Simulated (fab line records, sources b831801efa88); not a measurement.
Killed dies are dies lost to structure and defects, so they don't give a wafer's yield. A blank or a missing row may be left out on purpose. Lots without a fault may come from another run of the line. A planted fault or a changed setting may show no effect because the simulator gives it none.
A struck lot beside a sound one | flow sky130 | 16 steps out of a route of 708
Sound: wafers L191.4, L191.5, L191.6. Struck: wafer L210.3. (L210.4 of the same lot was not struck and is left out.) The cause comes at the end.
At each step with rows: each side's tool, then ch and its chambers, then its first start. Under that, the readings that differ: sound wafers | struck wafers | difference of the means | sigmas: that difference in standard deviations of wafers without a fault.
alike: readings whose means differ by less than 2 such deviations, and words and numbers that are the same on both sides. not compared: withheld readings, readings that some wafer has no value for, bounds like >300 that may hide the same value, and numbers for which the record gives no deviation and whose values overlap.
The two part at a step that has a row with sigmas, a row that says differs or no value, or rows on one side only. Numbers that don't overlap but have no deviation are shown without sigmas and don't part them. A reading that every wafer of one side lacks parts them only if that side has two wafers or more.

first, 8 steps without rows for these wafers: SKY_POLY_GATE_DEHYDRATE_05 (time 60 s); SKY_POLY_GATE_HMDS_06 (prime time 60 s); SKY_POLY_GATE_COAT_07 (resist thk 110 nm); SKY_POLY_GATE_COAT_08 (resist thk 450 nm); SKY_POLY_GATE_SOFTBAKE_09 (time 90 s); SKY_POLY_GATE_EXPOSE_10 (exposes mask P1M, target cd 150 nm); SKY_POLY_GATE_PEB_11; SKY_POLY_GATE_DEVELOP_12 (develop time 60 s).
SKY_POLY_GATE_CD_MEAS_13: target cd 150 nm.
  sound on cd_sem-02, day 16 19:34; struck on cd_sem-02, day 23 10:50
  alike: cd_nm
SKY_POLY_GATE_OVL_MEAS_14:
  sound on overlay-02, day 16 19:38; struck on overlay-02, day 23 10:56
  alike: POLY_GATE_OVL
SKY_POLY_GATE_ETCH_15: etches BARC in N2/H2, stops on SiO2, time 118.5 s, target depth 110 nm.
  sound on rie_diel-03 ch 0,3, day 16 19:40; struck on rie_diel-01 ch 3, day 23 10:58
  reading                | sound                | struck | difference | sigmas
  throttle_valve_pct (%) | 13.214 13.202 13.212 | 13.229 | +0.020     | +2
  alike: drypump_motor_current_A, h2_flow_sccm, oes_product_au
  not compared: rf_hours_counter_h
SKY_POLY_GATE_ETCH_16: etches Si3N4 in CH3F/O2, stops on poly-Si, time 147.5 s, target depth 75 nm.
  sound on rie_diel-03 ch 0,3, day 16 19:44; struck on rie_diel-01 ch 3, day 23 11:02
  alike: drypump_motor_current_A, oes_product_au, throttle_valve_pct
  not compared: rf_hours_counter_h
SKY_POLY_GATE_ETCH_17: etches poly-Si in HBr/Cl2, stops on SiO2, target depth 180 nm, time 70.5 s.
  sound on rie_si-02 ch 2,3, day 16 19:50; struck on rie_si-02 ch 0, day 23 11:08
  reading                                          | sound                   | struck  | difference | sigmas
  HBr_flow_sccm (sccm)                             | 149.7 150.4 149.6       | 151.2   | +1.3       | +3
  drypump_motor_current_A (A)                      | 6.2 6.3 6.1             | 5.0     | -1.2       | -2
  oes_product_au (a.u.)                            | 0.969 0.988 0.983       | 0.928   | -0.052     | -7
  over_etch_frac                                   | 0.56667 0.56667 0.56667 | 0.74355 | +0.17688   |
  model.KrF-thick_of_POLY_GATE_COAT_08.thk_nm (nm) | 146 142.5 144.1         | 131.6   | -12.6      |
  model.SiO2_of_SONOS_ONO_CVD_04.thk_nm (nm)       | 4.229 4.182 4.206       | 4.137   | -0.069     |
  alike: throttle_valve_pct
  not compared: rf_hours_counter_h
SKY_POLY_GATE_STRIP_18: strips in O2/N2.
  sound on plasma_asher-03 ch 0,1, day 16 19:56; struck on plasma_asher-03 ch 1, day 23 11:14
  reading                      | sound          | struck | difference | sigmas
  strip_time_to_endpoint_s (s) | 3.22 3.20 3.21 | 3.07   | -0.14      | -4
  alike: drypump_motor_current_A, oes_product_au
  not compared: rf_hours_counter_h
then, 1 step without rows for these wafers: SKY_POLY_GATE_CLEAN_19 (cleans in SC1/SC2, time 150 s).
-- the record jumps here: 27 days lie between the struck wafers' starts before and after (it left off in module POLY_GATE and takes up again in module PAD_OPEN, whose first step shown is number 708 of the route) --
SKY_PAD_OPEN_PROBE_99:
  the record has rows for the struck wafers here (prober-01, day 50 04:05) and none for the sound ones

WHERE THEY PART
First at SKY_POLY_GATE_ETCH_15; last, within this record, at SKY_PAD_OPEN_PROBE_99.

WHY: what the simulator had put in
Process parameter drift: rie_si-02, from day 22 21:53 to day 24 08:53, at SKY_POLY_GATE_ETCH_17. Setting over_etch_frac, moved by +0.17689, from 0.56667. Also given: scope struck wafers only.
